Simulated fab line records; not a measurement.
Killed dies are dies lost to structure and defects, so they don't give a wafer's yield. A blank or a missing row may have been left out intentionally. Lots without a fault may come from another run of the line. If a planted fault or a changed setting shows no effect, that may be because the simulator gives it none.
A struck lot beside a sound one / flow gf180mcu / 37 steps out of a route of 602
Sound: these wafers, L260.1, L260.2, L260.4. Struck: wafer L266.5 (left out: L266.1, a lot-mate that was not struck); the cause follows at the end.
Order at every step that has rows: each side's tool, ch and its chambers, its first start. Under that, the readings that differ: sound wafers / struck wafers / difference of the means / sigmas: that difference in standard deviations of wafers without a fault.
alike: words and numbers the same on both sides, and readings whose means are apart by under 2 such deviations; not compared: readings that were withheld, readings missing a value for some wafer, numbers with overlapping values and no deviation given by the record, and bounds like >300 which may hide the same value.
The two part at a step that has a row with sigmas, a row that says differs or no value, or rows on one side only. Numbers that have no deviation but don't overlap get no sigmas and don't part them. Lack of a reading on every wafer of one side parts them only where that side has two or more wafers.

first, 2 steps without rows for these wafers: GF_M3_PEB_12 (peb time 90 s); GF_M3_DEVELOP_13 (develop time 60 s).
GF_M3_CD_MEAS_14 targets a cd of 280 nm.
  sound: cd sem-01 at day 21 16:05; struck: cd sem-01 at day 23 23:47
  alike: cd nm
GF_M3_OVL_MEAS_15:
  sound: overlay-01 at day 21 16:13; struck: overlay-01 at day 23 23:55
reading=M3_OVL (nm); sound=-5 -7 1; struck=13; difference=+17; sigmas=+3
then, 1 step without rows for these wafers: GF_M3_METAL_ETCH_16 (etches the open film in Cl2/BCl3, stops on SiO2, target depth 750.8 nm, time 125.1 s).
GF_M3_STRIP_17: strips in O2/N2.
  sound on plasma asher-03 ch 0,1, day 21 16:31; struck on plasma asher-03 ch 1, day 24 00:05
  alike: drypump motor current A, heater power w, oes product au, platen temp c, strip time to endpoint s
  not compared: rf hours counter h
then, 3 steps without rows for these wafers: GF_M3_STRIP_18 (strips in post etch residue remover, time 1200 s); GF_M3_CLEAN_19 (cleans in DIW); GF_V3_CVD_00 (deposits SiO2, target thk 600 nm, time 100 s).
GF_V3_THK_MEAS_01:
  sound: film metro-04 at day 21 17:09; struck: film metro-04 at day 24 00:41
  alike: V3_CVD_00_THK
GF_V3_CVD_02: deposits SiO2 from TEOS, target thk 850 nm, time 94.851 s.
  sound on pecvd-04 ch 0,1, day 21 17:13; struck on pecvd-03 ch 2, day 24 00:44
  alike: heater power w
  not compared: since wet clean h
GF_V3_THK_MEAS_03:
  sound: film metro-03 at day 21 17:17; struck: film metro-04 at day 24 00:49
  alike: V3_CVD_02_THK
GF_V3_CMP_04: polishes SiO2.
  sound on cmp-02 ch 1,2,3, day 21 17:20; struck on cmp-02 ch 2, day 24 01:08
reading=time to endpoint s (s); sound=78 84 90; struck=57; difference=-27; sigmas=-5
reading=model.SiO2_of_V3_CVD_02.thk nm (nm); sound=633.2 633.3 634.1; struck=696.1; difference=+62.6; sigmas=
  alike: motor current A, retaining ring pressure frac
GF_V3_BOW_MEAS_05:
  sound: film metro-03 at day 21 17:38; struck: film metro-04 at day 24 01:17
reading=V3_BOW (um); sound=106 104 108; struck=132; difference=+26; sigmas=+3
then, 8 steps without rows for these wafers: GF_V3_DEHYDRATE_06 (time 60 s); GF_V3_HMDS_07 (prime time 60 s); GF_V3_COAT_08; GF_V3_COAT_09 (resist thk 1000 nm); GF_V3_SOFTBAKE_10 (time 60 s); GF_V3_EXPOSE_11 (exposes mask Via3, target cd 260 nm); GF_V3_PEB_12 (peb time 90 s); GF_V3_DEVELOP_13 (develop time 60 s).
GF_V3_CD_MEAS_14 targets a cd of 260 nm.
  sound: cd sem-02 at day 22 16:29; struck: cd sem-02 at day 24 23:05
  alike: cd nm
GF_V3_OVL_MEAS_15:
  sound: overlay-01 at day 22 16:37; struck: overlay-01 at day 24 23:13
  alike: V3_OVL
then, 1 step without rows for these wafers: GF_V3_ETCH_16 (etches BARC in N2/H2).
GF_V3_ETCH_17: etches SiO2 in C4F8/O2/Ar, stops on TiN, target depth 635 nm.
  sound: rie diel-01 ch 0,1,2; struck: rie diel-02 ch 0
reading=oes product au (a.u.); sound=0.856 0.853 0.863; struck=0.909; difference=+0.052; sigmas=+11
reading=model.etch.depth nm (nm); sound=633.2 633.3 634.1; struck=696.1; difference=+62.6; sigmas=
reading=model.V3.feature depth nm (nm); sound=633.2 633.3 634.1; struck=696.1; difference=+62.6; sigmas=
then, 3 steps without rows for these wafers: GF_V3_STRIP_18 (strips in O2/N2); GF_V3_STRIP_19 (strips in post etch residue remover, time 1200 s); GF_V3_CLEAN_20 (cleans in DIW).
GF_V3_SPUTTER_21: material Ti, target thk 15 nm, time 80.02 s.
  sound: pvd sputter-04 at day 22 17:19; struck: pvd sputter-01 at day 24 23:55
  alike: cathode dc power W, throttle valve pct
GF_V3_SPUTTER_22: material TiN, target thk 10 nm, time 40 s.
  sound: pvd sputter-04 at day 22 17:23; struck: pvd sputter-01 at day 24 23:59
  alike: cathode dc power W, throttle valve pct
then, 1 step without rows for these wafers: GF_V3_CVD_23 (deposits W, target thk 350 nm, time 104.9 s).
GF_V3_RS_MEAS_24: measurement is done with a four-point probe.
  sound: film metro-03 at day 22 17:32; struck: film metro-04 at day 25 00:08
  alike: V3_W_RS
GF_V3_THK_MEAS_25: measures by xrf.
  sound: film metro-03 at day 22 17:39; struck: film metro-04 at day 25 00:15
  alike: V3_W_THK
GF_V3_CMP_26: polishes, stops on SiO2, t overpolish 15 s, target thk 0 nm.
  sound on cmp-01 ch 1,2,3, day 22 17:43; struck on cmp-01 ch 3, day 25 00:21
reading=model.SiO2_of_V3_CVD_02.thk nm (nm); sound=629.4 629.5 630.3; struck=692.3; difference=+62.6; sigmas=
  alike: motor current A, retaining ring pressure frac
GF_M4_SPUTTER_00: material Ti, target thk 37.5 nm, time 150 s.
  sound: pvd sputter-04 at day 22 18:01; struck: pvd sputter-03 at day 25 00:39
reading=throttle valve pct (%); sound=30.9 29.8 29.4; struck=28.0; difference=-2.0; sigmas=-2
  alike: cathode dc power W
GF_PASSIVATION_PROBE_99:
  the record has rows for the sound wafers here (prober-01, day 29 08:38) and none for the struck ones

WHERE THEY PART
Last at GF_PASSIVATION_PROBE_99 as far as this record goes, first at GF_M3_OVL_MEAS_15.

WHY: what the simulator had put in
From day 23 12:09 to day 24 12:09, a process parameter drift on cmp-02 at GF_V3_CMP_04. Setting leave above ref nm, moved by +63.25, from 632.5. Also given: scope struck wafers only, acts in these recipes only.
